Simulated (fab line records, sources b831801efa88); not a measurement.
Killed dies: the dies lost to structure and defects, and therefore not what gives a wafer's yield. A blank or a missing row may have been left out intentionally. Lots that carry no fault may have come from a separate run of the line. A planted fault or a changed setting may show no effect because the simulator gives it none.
fab line records	flow sky130
record lots=24	wafers=72	lastDay=50
route steps=708 shown SD_N@353 CONTACT@421 VIA1@474 CAPM@537 VIA3@586 METAL4@634
lots untouched by any fault: they come from a run of this same line in which no faults occurred
startH: the number of hours between the record's first day and the start of the first shown wafer of the lot	waitH: how many hours have passed since the lot's step before this one	" repeats the value in the row above	L1.1+2: several wafers, shown together as one row	- no value, or no start was given	* or withheld: withheld	< > ~ a bound
route shown NAME@n: names a module that has steps shown in the file, with the first one's number in the route	usual: mean and standard deviation over wafers with no fault	same: alike in all rows	chamber/n: place in a boat	sites: each site's reading	_std_site: standard deviation across them	_edge_site: the outer-site mean with the inner-site mean subtracted	radiusMm: for every site, how far away it sits from the centre of the wafer	mask NAME#n: copy n	behind: the tool/chamber that last shaped the wafer	hold: why the lot was held/for how many hours/how that ended	device: whichever transistor did not switch (one of n, p or np)	end of line: at the end of the route, the tests of the same wafers	where a step has no rows: the recipe by itself	killed: not the wafer's yield, but the dies lost to structure and defects at the first sort	map: per-die view of a wafer (x killed, . not killed, _ where there is no die)
set.NAME: setting as actually run; set.NAME@STEP: the setting as run at that earlier step	model.NAME: the simulator's own value behind a step, which no gauge read
steps of the route over a sample of lots; a table a step, a row a wafer
services: the hour from which a tool's chamber was out of use, counted from the record's first day as startH (under 0 if before that day), plus the number of hours and why
## steps
# step SKY_SD_N_STRIP_11
# recipe chemistry=O2/N2	powerW=1400	pressureMtorr=1500	platenTempC=withheld	o2FlowSccm=3000	n2FlowSccm=300	overashFraction=0.5
# usual drypumpMotorCurrentA=6.16/0.3	n2FlowSccm=300.1/0.89	oesProductAu=0.528/0.0041	stripTimeToEndpointS=22.57/0.04
lot.wafer	tool	chamber	startH	waitH	drypumpMotorCurrentA	n2FlowSccm	oesProductAu	rfHoursCounterH	stripTimeToEndpointS
L074.2	plasmaAsher-02	0	641.32	0.1	6.70	301.2	0.535	92	22.55
L074.3	"	1	"	"	6.09	298.8	0.535	-	22.56
L074.4	"	0	"	"	6.69	301.0	0.531	-	22.58
L075.1	plasmaAsher-02	1	651.17	0.1	6.10	300.7	0.527	94	22.59
L075.3	"	0	"	"	6.71	298.4	0.527	-	22.61
L075.5	"	0	"	"	6.72	299.9	0.518	-	22.52
L076.1	plasmaAsher-03	1	655.45	0.1	6.27	300.1	0.524	85	22.56
L076.2	"	0	"	"	6.20	299.8	0.529	85	22.52
L076.3	"	0	"	"	6.20	300.4	0.533	-	22.54
L077.2	plasmaAsher-02	0	669.18	0.1	6.70	300.8	0.521	96	22.56
L077.3	"	0	"	"	6.69	299.1	0.527	-	22.56
L077.4	"	1	"	"	6.08	298.8	0.534	-	22.55
L078.2	plasmaAsher-03	0	678.67	0.1	6.16	300.0	0.523	87	22.56
L078.3	"	0	"	"	6.18	300.1	0.520	-	22.57
L078.5	"	0	"	"	6.17	300.2	0.533	-	22.56
L079.1	plasmaAsher-03	1	681.02	0.1	6.28	301.1	0.530	87	22.58
L079.3	"	0	"	"	6.20	301.3	0.523	-	22.62
L079.6	"	1	"	"	6.27	300.7	0.528	-	22.59
L080.1	plasmaAsher-03	1	697.73	0.1	6.28	300.7	0.530	89	22.53
L080.3	"	1	"	"	6.27	299.8	0.535	-	22.54
L080.4	"	0	"	"	6.17	299.4	0.527	-	22.50
L081.1	plasmaAsher-03	1	705.97	0.1	6.28	300.2	0.531	89	22.58
L081.3	"	0	"	"	6.18	300.4	0.522	-	22.56
L081.4	"	1	"	"	6.28	300.2	0.529	-	22.58
L082.4	plasmaAsher-04	0	711.86	0.1	5.76	301.0	0.522	-	22.59
L082.5	"	1	"	"	5.89	299.6	0.527	-	22.58
L082.6	"	0	"	"	5.78	300.1	0.535	-	22.61
L083.1	plasmaAsher-03	0	720.02	0.1	6.19	300.2	0.520	90	22.58
L083.2	"	1	"	"	6.24	301.4	0.527	90	22.57
L083.4	"	0	"	"	6.18	300.4	0.527	-	22.54
L084.2	plasmaAsher-04	1	727.88	0.1	5.88	299.7	0.528	30	22.59
L084.5	"	0	"	"	5.77	299.9	0.527	-	22.62
L084.6	"	1	"	"	5.90	300.0	0.529	-	22.61
L085.1	plasmaAsher-04	0	737.03	0.1	5.76	300.5	0.527	31	22.55
L085.4	"	1	"	"	5.88	300.0	0.537	-	22.58
L085.5	"	1	"	"	5.90	300.0	0.525	-	22.52
L086.2	plasmaAsher-03	1	746.08	0.1	6.29	301.1	0.533	93	22.61
L086.3	"	0	"	"	6.19	298.9	0.535	-	22.62
L086.4	"	1	"	"	6.29	300.5	0.527	-	22.64
L087.4	plasmaAsher-04	1	759.70	0.1	5.89	300.9	0.527	-	22.60
L087.5	"	1	"	"	5.91	300.0	0.525	-	22.57
L087.6	"	0	"	"	5.72	302.0	0.528	-	22.66
L089.1	plasmaAsher-02	0	765.02	0.1	6.71	300.3	0.525	2	22.52
L089.3	"	1	"	"	6.07	299.8	0.534	-	22.56
L089.6	"	1	"	"	6.08	299.7	0.526	-	22.51
L088.3	plasmaAsher-04	0	766.76	0.1	5.75	301.9	0.526	-	22.58
L088.5	"	1	"	"	5.90	300.1	0.533	-	22.56
L088.6	"	0	"	"	5.75	299.2	0.525	-	22.59
L091.1	plasmaAsher-04	1	784.18	0.1	5.87	299.1	0.525	36	22.58
L091.2	"	0	"	"	5.79	299.6	0.526	36	22.55
L091.5	"	0	"	"	5.74	300.1	0.530	-	22.60
L092.1	plasmaAsher-02	0	786.37	0.1	6.71	301.7	0.528	4	22.56
L092.3	"	1	"	"	6.06	301.0	0.538	-	22.58
L092.6	"	1	"	"	6.06	299.5	0.524	-	22.57
L090.2	plasmaAsher-02	1	786.97	0.1	6.06	300.4	0.530	4	22.44
L090.3	"	0	"	"	6.69	299.3	0.532	-	22.50
L090.5	"	1	"	"	6.06	300.4	0.524	-	22.50
L093.3	plasmaAsher-03	1	793.35	0.1	6.27	300.0	0.532	-	22.62
L093.5	"	0	"	"	6.19	300.2	0.533	-	22.57
L093.6	"	1	"	"	6.24	300.0	0.528	-	22.61
L094.2	plasmaAsher-02	0	800.72	0.1	6.69	301.0	0.532	5	22.61
L094.3	"	0	"	"	6.70	299.2	0.525	-	22.62
L094.4	"	1	"	"	6.07	301.5	0.538	-	22.59
L095.1	plasmaAsher-03	1	810.73	0.1	6.27	301.8	0.525	99	22.61
L095.5	"	1	"	"	6.24	302.9	0.523	-	22.57
L095.6	"	0	"	"	6.17	301.1	0.532	-	22.61
L096.2	plasmaAsher-02	0	813.53	0.1	6.68	300.1	0.533	6	22.63
L096.4	"	1	"	"	6.09	300.0	0.526	-	22.64
L096.6	"	0	"	"	6.68	298.9	0.522	-	22.65
L097.1	plasmaAsher-04	0	821.87	0.1	5.75	298.9	0.529	40	22.62
L097.3	"	0	"	"	5.78	299.2	0.534	-	22.58
L097.6	"	1	"	"	5.92	300.1	0.524	-	22.57
# step SKY_CONTACT_OVL_MEAS_15
# usual CONTACT_OVL=0/5.9
lot.wafer	tool	chamber	startH	waitH	CONTACT_OVL[nm]
L074.2	overlay-01	-	728.45	0.1	2
L074.3	"	-	"	"	-3
L074.4	"	-	"	"	3
L075.1	overlay-02	-	738.39	0.1	5
L075.3	"	-	"	"	4
L075.5	"	-	"	"	-4
L076.1	overlay-01	-	742.38	0.1	-1
L076.2	"	-	"	"	2
L076.3	"	-	"	"	-8
L077.2	overlay-01	-	755.99	0.1	8
L077.3	"	-	"	"	0
L077.4	"	-	"	"	8
L078.2	overlay-02	-	765.34	0.1	4
L078.3	"	-	"	"	-1
L078.5	"	-	"	"	0
L079.1	overlay-02	-	766.63	0.1	12
L079.3	"	-	"	"	5
L079.6	"	-	"	"	6
L080.1	overlay-01	-	782.94	0.1	5
L080.3	"	-	"	"	0
L080.4	"	-	"	"	-5
L081.1	overlay-02	-	790.48	0.1	2
L081.3	"	-	"	"	4
L081.4	"	-	"	"	10
L082.4	overlay-01	-	796.56	0.1	2
L082.5	"	-	"	"	-1
L082.6	"	-	"	"	8
L083.1	overlay-01	-	805.49	0.1	1
L083.2	"	-	"	"	-7
L083.4	"	-	"	"	-5
L084.2	overlay-02	-	812.65	0.1	-13
L084.5	"	-	"	"	-7
L084.6	"	-	"	"	-8
L085.1	overlay-02	-	821.23	0.1	-11
L085.4	"	-	"	"	2
L085.5	"	-	"	"	-8
L086.2	overlay-02	-	831.95	0.1	2
L086.3	"	-	"	"	4
L086.4	"	-	"	"	5
L087.4	overlay-01	-	843.45	0.1	-1
L087.5	"	-	"	"	7
L087.6	"	-	"	"	4
L089.1	overlay-02	-	847.78	0.1	17
L089.3	"	-	"	"	2
L089.6	"	-	"	"	2
L088.3	overlay-01	-	850.06	0.1	-6
L088.5	"	-	"	"	-12
L088.6	"	-	"	"	-1
L091.1	overlay-02	-	867.69	0.1	-4
L091.2	"	-	"	"	-11
L091.5	"	-	"	"	-5
L092.1	overlay-02	-	869.68	0.1	0
L092.3	"	-	"	"	-7
L092.6	"	-	"	"	5
L090.2	overlay-01	-	871.14	0.1	2
L090.3	"	-	"	"	-2
L090.5	"	-	"	"	-4
L093.3	overlay-01	-	876.76	0.1	3
L093.5	"	-	"	"	1
L093.6	"	-	"	"	1
L094.2	overlay-01	-	884.45	0.1	-9
L094.3	"	-	"	"	-8
L094.4	"	-	"	"	-1
L095.1	overlay-01	-	894.39	0.1	-3
L095.5	"	-	"	"	-4
L095.6	"	-	"	"	4
L096.2	overlay-01	-	896.95	0.1	5
L096.4	"	-	"	"	4
L096.6	"	-	"	"	3
L097.1	overlay-01	-	905.05	0.1	3
L097.3	"	-	"	"	-6
L097.6	"	-	"	"	7
# step SKY_VIA1_STRIP_16
# recipe chemistry=O2/N2	powerW=1400	pressureMtorr=1500	platenTempC=withheld	o2FlowSccm=3000	n2FlowSccm=300	overashFraction=0.5
# usual drypumpMotorCurrentA=6.1/0.32	n2FlowSccm=300.2/0.89	oesProductAu=0.416/0.0044	stripTimeToEndpointS=4.456/0.022
lot.wafer	tool	chamber	startH	waitH	drypumpMotorCurrentA	n2FlowSccm	oesProductAu	rfHoursCounterH	stripTimeToEndpointS
L074.2	plasmaAsher-01	0	785.87	0.0	6.0	300.4	0.415	67	4.495
L074.3	"	1	"	"	6.4	301.1	0.415	-	4.488
L074.4	"	0	"	"	6.1	301.1	0.414	-	4.435
L075.1	plasmaAsher-02	1	795.12	0.0	6.1	299.8	0.414	5	4.461
L075.3	"	0	"	"	6.7	298.0	0.418	-	4.455
L075.5	"	1	"	"	6.0	300.0	0.421	-	4.458
L076.1	plasmaAsher-04	1	799.47	0.0	5.9	299.0	0.411	38	4.467
L076.2	"	0	"	"	5.8	299.6	0.416	38	4.447
L076.3	"	0	"	"	5.7	300.3	0.415	-	4.403
L077.2	plasmaAsher-02	1	813.02	0.0	6.1	300.7	0.416	6	4.447
L077.3	"	1	"	"	6.1	300.2	0.408	-	4.419
L077.4	"	0	"	"	6.7	301.3	0.417	-	4.469
L078.2	plasmaAsher-02	0	821.78	0.0	6.7	300.9	0.411	7	4.488
L078.3	"	0	"	"	6.7	300.0	0.415	-	4.437
L078.5	"	0	"	"	6.7	300.9	0.416	-	4.442
L079.1	plasmaAsher-04	1	822.47	0.0	5.9	299.7	0.410	40	4.437
L079.3	"	1	"	"	5.9	300.3	0.416	-	4.411
L079.6	"	1	"	"	5.9	301.3	0.410	-	4.445
L080.1	plasmaAsher-01	1	839.92	0.0	6.4	299.7	0.420	72	4.459
L080.3	"	0	"	"	6.1	300.2	0.418	-	4.437
L080.4	"	1	"	"	6.4	300.2	0.413	-	4.475
L081.1	plasmaAsher-04	0	847.12	0.0	5.8	299.3	0.416	42	4.456
L081.3	"	1	"	"	5.9	299.8	0.425	-	4.441
L081.4	"	0	"	"	5.7	300.4	0.415	-	4.417
L082.4	plasmaAsher-01	1	852.10	0.1	6.4	301.8	0.417	-	4.463
L082.5	"	0	"	"	6.0	300.4	0.416	-	4.485
L082.6	"	1	"	"	6.4	300.0	0.415	-	4.449
L083.1	plasmaAsher-02	0	861.57	0.0	6.7	300.0	0.414	11	4.449
L083.2	"	1	"	"	6.1	299.7	0.416	11	4.454
L083.4	"	0	"	"	6.7	298.9	0.414	-	4.464
L084.2	plasmaAsher-01	0	868.52	0.0	6.0	299.6	0.418	75	4.457
L084.5	"	1	"	"	6.4	301.2	0.412	-	4.475
L084.6	"	0	"	"	6.1	299.2	0.418	-	4.479
L085.1	plasmaAsher-04	0	876.67	0.0	5.8	299.3	0.416	46	4.434
L085.4	"	0	"	"	5.7	299.7	0.407	-	4.421
L085.5	"	0	"	"	5.7	299.9	0.417	-	4.416
L086.2	plasmaAsher-02	0	887.17	0.0	6.7	300.6	0.418	14	4.474
L086.3	"	1	"	"	6.1	299.7	0.408	-	4.469
L086.4	"	0	"	"	6.7	300.1	0.416	-	4.436
L087.4	plasmaAsher-02	0	899.35	0.1	6.7	299.7	0.418	-	4.467
L087.5	"	1	"	"	6.1	300.1	0.420	-	4.497
L087.6	"	0	"	"	6.7	300.4	0.417	-	4.465
L089.1	plasmaAsher-04	0	903.27	0.0	5.7	300.8	0.417	48	4.439
L089.3	"	1	"	"	5.9	299.8	0.412	-	4.449
L089.6	"	0	"	"	5.8	299.8	0.410	-	4.421
L088.3	plasmaAsher-04	1	905.90	0.1	5.9	299.3	0.416	-	4.473
L088.5	"	1	"	"	5.9	299.3	0.416	-	4.492
L088.6	"	0	"	"	5.8	299.3	0.421	-	4.485
L091.1	plasmaAsher-04	1	922.42	0.0	5.9	299.1	0.420	50	4.447
L091.2	"	0	"	"	5.8	299.6	0.413	50	4.463
L091.5	"	0	"	"	5.7	299.6	0.423	-	4.456
L092.1	plasmaAsher-02	1	925.47	0.0	6.1	300.3	0.417	18	4.473
L092.3	"	1	"	"	6.1	300.6	0.420	-	4.472
L092.6	"	1	"	"	6.0	298.8	0.415	-	4.487
L090.2	plasmaAsher-04	1	926.12	0.0	5.9	300.3	0.417	50	4.480
L090.3	"	1	"	"	5.8	299.7	0.412	-	4.479
L090.5	"	1	"	"	5.9	299.1	0.420	-	4.461
L093.3	plasmaAsher-01	0	931.75	0.1	6.0	299.4	0.416	-	4.439
L093.5	"	1	"	"	6.4	298.9	0.414	-	4.458
L093.6	"	0	"	"	6.0	300.2	0.403	-	4.446
L094.2	plasmaAsher-04	1	938.47	0.0	5.9	300.1	0.420	51	4.469
L094.3	"	0	"	"	5.8	300.7	0.404	-	4.460
L094.4	"	1	"	"	5.9	300.5	0.415	-	4.418
L095.1	plasmaAsher-04	0	947.57	0.0	5.8	301.4	0.415	52	4.503
L095.5	"	0	"	"	5.7	300.8	0.415	-	4.474
L095.6	"	1	"	"	5.9	300.5	0.419	-	4.479
L096.2	plasmaAsher-04	0	950.77	0.0	5.8	300.5	0.409	52	4.457
L096.4	"	1	"	"	5.9	300.6	0.426	-	4.467
L096.6	"	1	"	"	5.9	300.4	0.417	-	4.479
L097.1	plasmaAsher-04	0	957.32	0.0	5.8	300.5	0.415	53	4.414
L097.3	"	1	"	"	5.9	301.8	0.419	-	4.480
L097.6	"	0	"	"	5.8	300.1	0.415	-	4.469
# step SKY_CAPM_CVD_00
# recipe material=SiO2	targetThkNm=15.5	tempC=400	timeS=withheld	rfW=450
# usual heaterPowerW=720/87
lot.wafer	tool	chamber	startH	waitH	heaterPowerW
L074.2	pecvd-03	0	844.50	0.0	624
L074.3	"	2	"	"	809
L074.4	"	0	"	"	625
L075.1	pecvd-01	2	853.19	0.0	753
L075.3	"	1	"	"	753
L075.5	"	1	"	"	749
L076.1	pecvd-04	0	855.90	0.0	865
L076.2	"	2	"	"	769
L076.3	"	1	"	"	844
L077.2	pecvd-01	2	870.89	0.0	702
L077.3	"	1	"	"	620
L077.4	"	2	"	"	712
L078.2	pecvd-03	1	878.83	0.0	696
L078.3	"	1	"	"	702
L078.5	"	2	"	"	677
L079.1	pecvd-01	1	880.63	0.0	715
L079.3	"	1	"	"	707
L079.6	"	0	"	"	773
L080.1	pecvd-03	1	896.75	0.0	730
L080.3	"	0	"	"	596
L080.4	"	0	"	"	595
L081.1	pecvd-03	1	904.34	0.0	682
L081.3	"	2	"	"	733
L081.4	"	2	"	"	701
L082.4	pecvd-03	0	909.21	0.0	625
L082.5	"	1	"	"	739
L082.6	"	2	"	"	809
L083.1	pecvd-03	2	917.73	0.0	773
L083.2	"	1	"	"	660
L083.4	"	0	"	"	541
L084.2	pecvd-01	0	924.30	0.0	696
L084.5	"	1	"	"	668
L084.6	"	2	"	"	612
L085.1	pecvd-01	2	933.75	0.0	736
L085.4	"	2	"	"	716
L085.5	"	1	"	"	676
L086.2	pecvd-01	0	941.84	0.0	767
L086.3	"	2	"	"	747
L086.4	"	1	"	"	742
L087.4	pecvd-03	0	954.45	0.0	568
L087.5	"	1	"	"	691
L087.6	"	2	"	"	778
L089.1	pecvd-01	1	957.54	0.0	739
L089.3	"	0	"	"	720
L089.6	"	0	"	"	717
L088.3	pecvd-03	1	960.69	0.0	737
L088.5	"	0	"	"	631
L088.6	"	1	"	"	715
L091.1	pecvd-03	0	976.78	0.0	561
L091.2	"	1	"	"	722
L091.5	"	0	"	"	553
L092.1	pecvd-04	1	978.62	0.0	852
L092.3	"	0	"	"	781
L092.6	"	1	"	"	859
L090.2	pecvd-03	2	979.78	0.0	768
L090.3	"	0	"	"	516
L090.5	"	1	"	"	673
L093.3	pecvd-04	0	984.85	0.0	801
L093.5	"	0	"	"	809
L093.6	"	2	"	"	792
L094.2	pecvd-03	1	990.82	0.0	687
L094.3	"	2	"	"	705
L094.4	"	0	"	"	541
L095.1	pecvd-04	0	999.07	0.0	868
L095.5	"	2	"	"	713
L095.6	"	1	"	"	760
L096.2	pecvd-04	0	1002.86	0.0	866
L096.4	"	2	"	"	801
L096.6	"	0	"	"	874
L097.1	pecvd-03	2	1009.10	0.0	685
L097.3	"	1	"	"	709
L097.6	"	2	"	"	699
# step SKY_VIA3_OVL_MEAS_13
# usual VIA3_OVL=-1/5
lot.wafer	tool	chamber	startH	waitH	VIA3_OVL[nm]
L074.2	overlay-01	-	924.05	0.1	-1
L074.3	"	-	"	"	-7
L074.4	"	-	"	"	2
L075.1	overlay-02	-	933.29	0.1	-5
L075.3	"	-	"	"	3
L075.5	"	-	"	"	0
L076.1	overlay-01	-	934.24	0.1	-4
L076.2	"	-	"	"	-7
L076.3	"	-	"	"	0
L077.2	overlay-02	-	950.30	0.1	-1
L077.3	"	-	"	"	5
L077.4	"	-	"	"	1
L078.2	overlay-01	-	957.30	0.1	-3
L078.3	"	-	"	"	2
L078.5	"	-	"	"	-3
L079.1	overlay-02	-	959.89	0.1	1
L079.3	"	-	"	"	7
L079.6	"	-	"	"	-10
L080.1	overlay-02	-	972.10	0.1	-9
L080.3	"	-	"	"	0
L080.4	"	-	"	"	3
L081.1	overlay-01	-	980.85	0.1	4
L081.3	"	-	"	"	4
L081.4	"	-	"	"	-4
L082.4	overlay-01	-	984.71	0.1	5
L082.5	"	-	"	"	11
L082.6	"	-	"	"	1
L083.1	overlay-02	-	993.18	0.1	-4
L083.2	"	-	"	"	-11
L083.4	"	-	"	"	-6
L084.2	overlay-02	-	999.04	0.1	-2
L084.5	"	-	"	"	4
L084.6	"	-	"	"	0
L085.1	overlay-01	-	1008.78	0.1	3
L085.4	"	-	"	"	8
L085.5	"	-	"	"	-3
L086.2	overlay-02	-	1015.14	0.1	9
L086.3	"	-	"	"	-3
L086.4	"	-	"	"	4
L087.4	overlay-01	-	1028.17	0.1	-1
L087.5	"	-	"	"	-1
L087.6	"	-	"	"	-6
L089.1	overlay-01	-	1030.86	0.1	-3
L089.3	"	-	"	"	-13
L089.6	"	-	"	"	6
L088.3	overlay-01	-	1033.60	0.1	-4
L088.5	"	-	"	"	-4
L088.6	"	-	"	"	-2
L091.1	overlay-02	-	1046.48	0.1	2
L091.2	"	-	"	"	4
L091.5	"	-	"	"	4
L092.1	overlay-01	-	1050.65	0.1	-2
L092.3	"	-	"	"	-5
L092.6	"	-	"	"	9
L090.2	overlay-02	-	1051.15	0.1	5
L090.3	"	-	"	"	0
L090.5	"	-	"	"	1
L093.3	overlay-01	-	1055.96	0.1	0
L093.5	"	-	"	"	2
L093.6	"	-	"	"	-3
L094.2	overlay-02	-	1061.10	0.1	-4
L094.3	"	-	"	"	-6
L094.4	"	-	"	"	-13
L095.1	overlay-02	-	1068.35	0.1	-3
L095.5	"	-	"	"	4
L095.6	"	-	"	"	3
L096.2	overlay-01	-	1071.79	0.1	-3
L096.4	"	-	"	"	-9
L096.6	"	-	"	"	-12
L097.1	overlay-01	-	1077.58	0.1	-7
L097.3	"	-	"	"	6
L097.6	"	-	"	"	-7
# step SKY_METAL4_METAL_ETCH_18
# recipe targetDepthA=8450	stopOn=SiO2	overEtchFrac=0.3	timeS=183.1	chemistry=Cl2/BCl3	resistSidewallDeg=88	pressureMtorr=10	icpW=900	biasW=48.5	Cl2_flow_sccm=60	bcl3FlowSccm=30
# usual drypumpMotorCurrentA=5.92/0.19	oesProductAu=0.865/0.0055	throttleValvePct=22.266/0.0093
lot.wafer	tool	chamber	startH	waitH	drypumpMotorCurrentA	oesProductAu	rfHoursCounterH	throttleValvePct
L074.2	rieMetal-03	1	976.27	0.0	5.86	0.859	16	22.259
L074.3	"	1	"	"	5.89	0.858	-	22.256
L074.4	"	0	"	"	5.93	0.870	-	22.257
L075.1	rieMetal-03	0	984.07	0.0	5.88	0.867	12	22.269
L075.3	"	0	"	"	5.89	0.865	-	22.261
L075.5	"	0	"	"	5.90	0.863	-	22.259
L076.1	rieMetal-04	1	985.37	0.0	5.99	0.870	14	22.277
L076.2	"	0	"	"	6.37	0.858	19	22.275
L076.3	"	0	"	"	6.39	0.862	-	22.273
L077.2	rieMetal-01	0	1000.85	0.0	5.74	0.863	22	22.253
L077.3	"	1	"	"	5.80	0.857	-	22.260
L077.4	"	0	"	"	5.74	0.860	-	22.258
L078.2	rieMetal-01	1	1007.33	0.0	5.79	0.877	8	22.270
L078.3	"	0	"	"	5.75	0.860	-	22.253
L078.5	"	1	"	"	5.79	0.869	-	22.267
L079.1	rieMetal-04	1	1009.88	0.0	5.95	0.861	16	22.279
L079.3	"	0	"	"	6.38	0.860	-	22.279
L079.6	"	0	"	"	6.39	0.857	-	22.276
L080.1	rieMetal-01	0	1021.12	0.0	5.74	0.856	23	22.266
L080.3	"	1	"	"	5.81	0.863	-	22.265
L080.4	"	0	"	"	5.74	0.862	-	22.280
L081.1	rieMetal-04	1	1030.41	0.0	6.04	0.862	17	22.249
L081.3	"	1	"	"	5.94	0.865	-	22.252
L081.4	"	0	"	"	6.39	0.858	-	22.261
L082.4	rieMetal-01	1	1033.15	0.2	5.85	0.857	-	22.280
L082.5	"	1	"	"	5.83	0.868	-	22.260
L082.6	"	1	"	"	5.84	0.859	-	22.268
L083.1	rieMetal-03	0	1041.73	0.0	5.89	0.859	16	22.254
L083.2	"	1	"	"	5.88	0.864	20	22.243
L083.4	"	1	"	"	5.89	0.870	-	22.291
L084.2	rieMetal-03	0	1046.48	0.0	5.90	0.866	16	22.263
L084.5	"	0	"	"	5.91	0.870	-	22.276
L084.6	"	1	"	"	5.88	0.857	-	22.271
L085.1	rieMetal-03	1	1056.92	0.0	5.88	0.868	22	22.269
L085.4	"	1	"	"	5.86	0.863	-	22.265
L085.5	"	1	"	"	5.90	0.868	-	22.251
L086.2	rieMetal-01	1	1063.28	0.0	5.81	0.866	12	22.261
L086.3	"	0	"	"	5.74	0.872	-	22.254
L086.4	"	1	"	"	5.78	0.864	-	22.268
L087.4	rieMetal-01	1	1075.14	0.1	5.77	0.856	-	22.263
L087.5	"	1	"	"	5.79	0.857	-	22.265
L087.6	"	0	"	"	5.74	0.863	-	22.273
L089.1	rieMetal-04	1	1076.77	0.0	5.97	0.859	20	22.257
L089.3	"	0	"	"	6.37	0.874	-	22.282
L089.6	"	0	"	"	6.40	0.868	-	22.268
L088.3	rieMetal-04	0	1080.18	0.1	6.37	0.872	-	22.254
L088.5	"	0	"	"	6.39	0.869	-	22.267
L088.6	"	1	"	"	5.92	0.865	-	22.282
L091.1	rieMetal-04	1	1091.03	0.0	6.00	0.870	21	22.278
L091.2	"	0	"	"	6.39	0.865	5	22.281
L091.5	"	0	"	"	6.35	0.863	-	22.258
L092.1	rieMetal-01	1	1095.52	0.0	5.83	0.862	14	22.262
L092.3	"	1	"	"	5.80	0.853	-	22.269
L092.6	"	0	"	"	5.75	0.868	-	22.258
L090.2	rieMetal-01	1	1096.22	0.0	5.82	0.861	14	22.268
L090.3	"	0	"	"	5.75	0.861	-	22.272
L090.5	"	1	"	"	5.80	0.863	-	22.263
L093.3	rieMetal-03	1	1101.39	0.1	5.88	0.865	-	22.277
L093.5	"	1	"	"	5.88	0.861	-	22.264
L093.6	"	0	"	"	5.90	0.867	-	22.262
L094.2	rieMetal-03	0	1105.12	0.0	5.90	0.870	21	22.259
L094.3	"	1	"	"	5.89	0.865	-	22.266
L094.4	"	0	"	"	5.91	0.861	-	22.253
L095.1	rieMetal-03	1	1111.97	0.0	5.89	0.861	26	22.264
L095.5	"	0	"	"	5.91	0.864	-	22.273
L095.6	"	1	"	"	5.84	0.865	-	22.263
L096.2	rieMetal-03	0	1114.77	0.0	5.88	0.863	22	22.261
L096.4	"	0	"	"	5.86	0.865	-	22.268
L096.6	"	1	"	"	5.86	0.872	-	22.267
L097.1	rieMetal-03	0	1120.13	0.0	5.89	0.876	22	22.270
L097.3	"	0	"	"	5.92	0.860	-	22.263
L097.6	"	1	"	"	5.86	0.868	-	22.277
## services
tool	chamber	startH	hours	kind
plasmaAsher-03	-	639.08	14.6	pm
rieMetal-03	1	659.66	1.5	repair
plasmaAsher-03	-	708.50	4.7	repair
pecvd-01	-	717.24	3.1	repair
plasmaAsher-02	-	733.75	9.0	pm
plasmaAsher-02	-	796.75	3.8	repair
rieMetal-03	-	815.06	2.8	pm
pecvd-03	2	817.83	2.5	repair
rieMetal-03	1	820.37	4.7	repair
pecvd-03	-	820.84	1.0	repair
pecvd-03	0	856.66	22.8	repair
plasmaAsher-04	-	923.47	1.6	repair
rieMetal-03	-	943.28	1.4	pm
pecvd-03	-	971.82	0.3	repair
plasmaAsher-03	-	971.90	2.5	repair
plasmaAsher-02	-	993.85	2.8	pm
pecvd-03	0	1011.87	20.2	repair
pecvd-03	2	1022.50	4.1	repair
plasmaAsher-04	-	1030.71	1.9	repair
plasmaAsher-04	-	1042.08	2.2	repair
plasmaAsher-02	-	1051.52	14.6	pm
plasmaAsher-03	-	1055.26	9.0	pm
plasmaAsher-03	-	1086.30	1.7	repair
plasmaAsher-04	-	1103.84	2.8	pm
## key
fault none
